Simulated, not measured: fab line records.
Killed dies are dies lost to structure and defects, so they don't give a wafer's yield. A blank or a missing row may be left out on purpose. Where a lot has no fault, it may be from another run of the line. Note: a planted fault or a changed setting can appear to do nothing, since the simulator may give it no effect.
Chamber matching :: flow gf180mcu :: GF_V4_CMP_04 on cmp-01: 4 sister chambers
The step polishes SiO2. 4 wafers are shown with their chamber, then 7 later ones without.

WAFERS WITH THEIR CHAMBER
wafer: L707.2
chamber: 0
motorCurrentA (A): 11.2

wafer: L715.2
chamber: 1
motorCurrentA (A): 10.7

wafer: L725.1
chamber: 3
motorCurrentA (A): 14.2

wafer: L725.4
chamber: 2
motorCurrentA (A): 14.0

WAFERS WITH NO CHAMBER GIVEN
wafer: L725.5
motorCurrentA (A): 13.5

wafer: L727.1
motorCurrentA (A): 14.6

wafer: L727.5
motorCurrentA (A): 11.0

wafer: L727.6
motorCurrentA (A): 13.5

wafer: L726.1
motorCurrentA (A): 13.7

wafer: L726.2
motorCurrentA (A): 11.1

wafer: L726.6
motorCurrentA (A): 10.2

EACH ONE'S CHAMBER
wafer: L725.5
from the rows above: can't be placed: 2 or 3
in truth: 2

wafer: L727.1
from the rows above: can't be placed: 3 or 2
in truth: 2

wafer: L727.5
from the rows above: can't be placed: 0 or 1
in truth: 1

wafer: L727.6
from the rows above: can't be placed: 2 or 3
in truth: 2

wafer: L726.1
from the rows above: can't be placed: 2 or 3
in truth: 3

wafer: L726.2
from the rows above: can't be placed: 0 or 1
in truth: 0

wafer: L726.6
from the rows above: can't be placed: 1 or 0
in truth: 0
Correct placement for 0 of the 7. These rows do not allow placing 7 (true chamber among the candidates in 7). 0 placed wrongly.
How it was worked out, from the rows above alone: a wafer's distance from a chamber is the root of the sum, over the readings, of the square of ((its reading less the chamber's mean) divided by the reading's scatter). If the next closest chamber is less than 2 further off than the closest, the wafer can't be placed; otherwise it belongs to the closest. A chamber's mean is the mean of its shown wafers. The scatter: root of mean squared gap, hidden wafer to nearest shown wafer, with one shown wafer a chamber.
